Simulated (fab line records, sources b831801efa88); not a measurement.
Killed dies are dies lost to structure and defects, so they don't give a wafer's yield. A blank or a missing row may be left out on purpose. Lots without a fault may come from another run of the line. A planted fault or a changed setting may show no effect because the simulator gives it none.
fab line records | flow sky130
record lots=5 wafers=15 last_day=50
route steps=708 shown NWELL@77 PWDE@84 VT_ADJUST_HVTP@85 VT_ADJUST_LVTN@97
lots that met no fault: from a run of the same line without faults
start_h: hours from the record's first day to the start of the lot's first wafer shown | wait_h: hours since the lot's step before | " the same as in the row above | L1.1+2: a row that stands for several wafers | - no value, or no start given | * or withheld: withheld | < > ~ a bound
route shown NAME@n: a module of which the file shows steps, and the number in the route of the first | usual: mean/standard deviation of fault-free wafers | same: alike in all rows | chamber/n: place in a boat | sites: the reading at each site | _std_site: their standard deviation | _edge_site: outer sites' mean less inner sites' | radius_mm: how far each site lies from the wafer's centre | mask NAME#n: copy n | behind: the tool/chamber that last shaped the wafer | hold: why the lot was held/for how many hours/how that ended | device: the transistor (n, p or np) that didn't switch | end of line: the same wafers' tests at the end of the route | a step without rows: its recipe alone | killed: dies lost to structure and defects at the first sort, not the wafer's yield | map: a wafer's dies, x killed, . not, _ none there
set.NAME: the setting as run; set.NAME@STEP: as run at that earlier step | model.NAME: the simulator's own value behind a step, which no gauge read
lots at some steps of the route; a table a step, a row a wafer
services: from which hour (start_h, from the record's first day; less than 0 if before it) a tool's chamber was out of use, for how many hours, and why
## steps
# step SKY_NWELL_IMPLANT_24
# recipe species=B energy_kev=140 dose_cm2=9.2e+12 tilt_deg=withheld
# step SKY_NWELL_STRIP_25
# recipe chemistry=O2/N2 power_w=1400 pressure_mtorr=1500 platen_temp_c=withheld o2_flow_sccm=3000 n2_flow_sccm=300 overash_fraction=0.5
# usual drypump_motor_current_A=5.6/0.36 oes_product_au=0.722/0.0048 strip_time_to_endpoint_s=36.92/0.086
# columns lot.wafer tool chamber start_h wait_h drypump_motor_current_A oes_product_au rf_hours_counter_h strip_time_to_endpoint_s
L129.2 plasma_asher-04 1 114.78 0.1 6.4 0.716 31 36.84
L129.3 " 0 " " 5.6 0.726 - 36.96
L129.6 " 0 " " 5.6 0.718 - 36.99
L134.1 plasma_asher-03 0 144.52 0.1 5.7 0.726 45 36.92
L134.2 " 1 " " 5.2 0.726 45 36.89
L134.6 " 1 " " 5.2 0.719 - 36.83
L147.1 plasma_asher-01 0 226.17 0.1 5.4 0.717 53 36.93
L147.2 " 1 " " 5.5 0.726 53 36.89
L147.3 " 0 " " 5.3 0.719 - 36.85
L148.1 plasma_asher-04 0 232.07 0.1 5.6 0.722 43 36.97
L148.2 " 1 " " 6.3 0.712 43 37.05
L148.4 " 0 " " 5.6 0.716 - 37.04
L150.1 plasma_asher-01 1 241.22 0.1 5.5 0.719 55 37.07
L150.3 " 0 " " 5.3 0.721 - 36.99
L150.5 " 1 " " 5.5 0.722 - 37.02
# step SKY_NWELL_TW_MEAS_26
# usual NWELL_2_TW=496/3.2
# columns lot.wafer tool chamber start_h wait_h NWELL_2_TW
L129.2 film_metro-04 - 114.89 0.1 502
L129.3 " - " " 499
L129.6 " - " " 498
L134.1 film_metro-02 - 144.62 0.1 499
L134.2 " - " " 500
L134.6 " - " " 497
L147.1 film_metro-04 - 226.27 0.1 495
L147.2 " - " " 493
L147.3 " - " " 495
L148.1 film_metro-04 - 232.17 0.1 498
L148.2 " - " " 498
L148.4 " - " " 497
L150.1 film_metro-04 - 241.32 0.1 491
L150.3 " - " " 491
L150.5 " - " " 494
# step SKY_NWELL_CLEAN_27
# recipe chemistry=SC1/SC2 mix=1:4:20 temp_c=70 time_s=157.2 dry=n2_spin
# step SKY_NWELL_RTA_28
# recipe temp_c=1050 time_s=30 idle_temp_c=650 ramp_up_c_per_s=150 ramp_down_c_per_s=90 ambient=N2
# usual anneal_temp_c_max=1054.8/2.1 lamp_power_pct=25.31/0.057 wafer_temp_C_max=1054.9/1
# columns lot.wafer tool chamber start_h wait_h anneal_temp_c_max lamp_power_pct wafer_temp_C_max
L129.2 rtp_anneal-01 0 115.01 0.0 1053.0 25.27 1053.1
L129.3 " 0 " " 1053.3 25.31 1054.7
L129.6 " 0 " " 1053.5 25.29 1054.4
L134.1 rtp_anneal-02 0 144.73 0.0 1056.6 25.38 1055.8
L134.2 " 0 " " 1057.5 25.34 1055.0
L134.6 " 0 " " 1057.5 25.37 1055.3
L147.1 rtp_anneal-02 0 226.38 0.0 1057.3 25.30 1053.4
L147.2 " 0 " " 1057.3 25.35 1056.2
L147.3 " 0 " " 1056.8 25.34 1054.3
L148.1 rtp_anneal-01 0 232.28 0.0 1052.4 25.30 1055.1
L148.2 " 0 " " 1054.6 25.41 1054.6
L148.4 " 0 " " 1053.2 25.34 1054.4
L150.1 rtp_anneal-02 0 241.43 0.0 1057.4 25.31 1053.6
L150.3 " 0 " " 1055.8 25.34 1054.1
L150.5 " 0 " " 1055.3 25.37 1054.0
# step SKY_NWELL_RS_MEAS_29
# recipe thk_meas_gauge=four-point-probe
# usual NWELL_RS=624.4/1.7
# columns lot.wafer tool chamber start_h wait_h NWELL_RS[ohm/sq]
L129.2 film_metro-02 - 115.12 0.1 624.5
L129.3 " - " " 626.4
L129.6 " - " " 627.4
L134.1 film_metro-03 - 144.83 0.1 619.6
L134.2 " - " " 621.5
L134.6 " - " " 620.7
L147.1 film_metro-04 - 226.48 0.1 624.9
L147.2 " - " " 626.4
L147.3 " - " " 627.4
L148.1 film_metro-03 - 232.38 0.1 624.3
L148.2 " - " " 625.8
L148.4 " - " " 625.1
L150.1 film_metro-04 - 241.53 0.1 623.8
L150.3 " - " " 624.4
L150.5 " - " " 622.7
# step SKY_NWELL_RS_MEAS_31
# recipe thk_meas_gauge=four-point-probe
# usual PWDE_RS=5268/18
# columns lot.wafer tool chamber start_h wait_h PWDE_RS[ohm/sq]
L129.2 film_metro-02 - 115.36 0.1 5290
L129.3 " - " " 5292
L129.6 " - " " 5282
L134.1 film_metro-03 - 145.07 0.1 5270
L134.2 " - " " 5264
L134.6 " - " " 5268
L147.1 film_metro-04 - 226.72 0.1 5244
L147.2 " - " " 5249
L147.3 " - " " 5264
L148.1 film_metro-03 - 232.62 0.1 5248
L148.2 " - " " 5245
L148.4 " - " " 5265
L150.1 film_metro-04 - 241.77 0.1 5250
L150.3 " - " " 5259
L150.5 " - " " 5258
# step SKY_VT_ADJUST_HVTP_DEHYDRATE_00
# recipe temp_c=200 time_s=60
# step SKY_VT_ADJUST_HVTP_HMDS_01
# recipe prime_time_s=60 prime_temp_c=120
# step SKY_VT_ADJUST_HVTP_COAT_02
# recipe resist=NOVOLAK spin_rpm=3000 resist_thk_nm=1140
# step SKY_VT_ADJUST_HVTP_SOFTBAKE_03
# recipe temp_c=90 time_s=60 resist=NOVOLAK
# step SKY_VT_ADJUST_HVTP_EXPOSE_04
# recipe mask_id=HVTPM na=0.6 source_shape=conventional sigma_outer=0.6 polarization=unpolarized target_cd_nm=380 dose_mj=140
# columns lot.wafer tool chamber start_h wait_h mask
L129.2+3+6 iline_stepper-01 0 124.88 - HVTPM#0
L134.1+2+6 iline_stepper-01 0 154.36 - NWM_COMPLEMENT#0
L147.1+2+3 iline_stepper-02 0 238.02 - HVTPM#0
L148.1+2+4 iline_stepper-01 0 243.72 - HVTPM#0
L150.1+3+5 iline_stepper-02 0 252.56 - HVTPM#0
# step SKY_VT_ADJUST_HVTP_PEB_05
# recipe temp_c=withheld time_s=* resist=NOVOLAK
# step SKY_VT_ADJUST_HVTP_DEVELOP_06
# recipe resist=NOVOLAK developer=TMAH develop_time_s=60 dev_temp_c=23
# step SKY_VT_ADJUST_HVTP_CD_MEAS_07
# recipe target_cd_nm=380
# usual cd_nm=380.1/2.3
# columns lot.wafer tool chamber start_h wait_h cd_nm
L129.2 cd_sem-02 - 134.07 0.1 379.9
L129.3 " - " " 381.7
L129.6 " - " " 381.4
L134.1 cd_sem-01 - 164.50 0.1 -
L134.2 " - " " -
L134.6 " - " " -
L147.1 cd_sem-02 - 248.80 0.1 377.5
L147.2 " - " " 379.3
L147.3 " - " " 377.6
L148.1 cd_sem-01 - 254.11 0.1 380.1
L148.2 " - " " 379.2
L148.4 " - " " 381.6
L150.1 cd_sem-02 - 264.69 0.1 379.2
L150.3 " - " " 379.4
L150.5 " - " " 381.5
# step SKY_VT_ADJUST_HVTP_OVL_MEAS_08
# usual VT_ADJUST_HVTP_OVL=0.1/1.5
# columns lot.wafer tool chamber start_h wait_h VT_ADJUST_HVTP_OVL[nm]
L129.2 overlay-02 - 134.17 0.1 0.6
L129.3 " - " " 0.2
L129.6 " - " " 0.9
L134.1 overlay-02 - 164.62 0.1 -
L134.2 " - " " -
L134.6 " - " " -
L147.1 overlay-01 - 248.92 0.1 2.3
L147.2 " - " " 2.3
L147.3 " - " " 0.9
L148.1 overlay-02 - 254.23 0.1 0.8
L148.2 " - " " 0.2
L148.4 " - " " 1.8
L150.1 overlay-02 - 264.81 0.1 -1.7
L150.3 " - " " -1.8
L150.5 " - " " -1.6
# step SKY_VT_ADJUST_HVTP_IMPLANT_09
# recipe species=As energy_kev=150 dose_cm2=4.3e+12 tilt_deg=withheld
# step SKY_VT_ADJUST_HVTP_STRIP_10
# recipe chemistry=O2/N2 power_w=1400 pressure_mtorr=1500 platen_temp_c=withheld o2_flow_sccm=3000 n2_flow_sccm=300 overash_fraction=0.5
# usual drypump_motor_current_A=5.5/0.33 oes_product_au=0.716/0.0045 strip_time_to_endpoint_s=14.17/0.04
# columns lot.wafer tool chamber start_h wait_h drypump_motor_current_A oes_product_au rf_hours_counter_h strip_time_to_endpoint_s
L129.2 plasma_asher-01 0 134.35 0.1 5.3 0.721 45 14.17
L129.3 " 1 " " 5.5 0.717 - 14.15
L129.6 " 1 " " 5.5 0.710 - 14.20
L134.1 plasma_asher-03 0 164.80 0.1 5.7 0.718 47 14.19
L134.2 " 1 " " 5.2 0.713 47 14.20
L134.6 " 1 " " 5.3 0.713 - 14.13
L147.1 plasma_asher-03 1 249.10 0.1 5.3 0.719 56 14.13
L147.2 " 0 " " 5.7 0.717 56 14.15
L147.3 " 1 " " 5.3 0.720 - 14.14
L148.1 plasma_asher-02 1 254.42 0.1 6.2 0.720 13 14.19
L148.2 " 0 " " 5.3 0.725 13 14.24
L148.4 " 1 " " 6.2 0.718 - 14.20
L150.1 plasma_asher-01 1 265.00 0.1 5.5 0.719 57 14.17
L150.3 " 0 " " 5.3 0.717 - 14.20
L150.5 " 0 " " 5.3 0.718 - 14.18
# step SKY_VT_ADJUST_HVTP_TW_MEAS_11
# usual VT_ADJUST_HVTP_TW=1359/8.9
# columns lot.wafer tool chamber start_h wait_h VT_ADJUST_HVTP_TW
L129.2 film_metro-02 - 134.46 0.1 1371
L129.3 " - " " 1366
L129.6 " - " " 1377
L134.1 film_metro-01 - 164.90 0.1 30
L134.2 " - " " 30
L134.6 " - " " 30
L147.1 film_metro-03 - 249.24 0.1 1354
L147.2 " - " " 1358
L147.3 " - " " 1363
L148.1 film_metro-03 - 254.52 0.1 1357
L148.2 " - " " 1364
L148.4 " - " " 1360
L150.1 film_metro-02 - 265.10 0.1 1370
L150.3 " - " " 1362
L150.5 " - " " 1365
# step SKY_VT_ADJUST_LVTN_DEHYDRATE_00
# recipe temp_c=200 time_s=60
## services
# columns tool chamber start_h hours kind
plasma_asher-02 - 108.75 9.0 pm
plasma_asher-02 0 108.75 9.0 vent_cycle
plasma_asher-02 1 108.75 9.0 vent_cycle
plasma_asher-04 - 117.56 2.8 pm
plasma_asher-02 0 117.75 - clean
plasma_asher-02 1 117.75 - clean
iline_stepper-02 - 127.29 2.1 pm
iline_stepper-02 - 129.37 - consumable_replace:lamp
plasma_asher-02 - 135.73 6.5 repair
iline_stepper-01 - 135.79 1.7 pm
plasma_asher-01 - 153.29 2.8 pm
rtp_anneal-02 - 169.66 4.0 pm
iline_stepper-01 - 175.28 2.1 pm
iline_stepper-01 - 177.37 - consumable_replace:lamp
plasma_asher-03 - 258.69 12.5 repair
## key
first_sign step=SKY_VT_ADJUST_HVTP_EXPOSE_04 reading=mask direction=changed
effect step=SKY_VT_ADJUST_HVTP_CD_MEAS_07 reading=cd_nm direction=missing
effect step=SKY_VT_ADJUST_HVTP_OVL_MEAS_08 reading=VT_ADJUST_HVTP_OVL direction=missing
effect step=SKY_VT_ADJUST_HVTP_TW_MEAS_11 reading=VT_ADJUST_HVTP_TW direction=down sigmas=99+ usual=1359 struck=30
met_at SKY_VT_ADJUST_HVTP_EXPOSE_04
struck_wafers L134.1,L134.2,L134.6
sort_left_out L134.1,L134.2,L134.6
tester_left_out L134
onset_between 124.88 154.36
fault kind=wrong_mask tool=any chamber=- onset_h=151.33 steps=SKY_VT_ADJUST_HVTP_EXPOSE_04 aux_copy=NWM_COMPLEMENT#0 scope=struck_lots_only
# tester_left_out: of these lots the tester's yield and bins aren't shown, on N5 and GAA mostly nor the transistor test; their killed dies are dies lost to structure and defects alone, not to doping, threshold or leakage, so they don't give the yield
# sort_left_out: the simulated sort isn't trusted on such a fault, so these wafers' sort isn't shown, and their yield isn't known
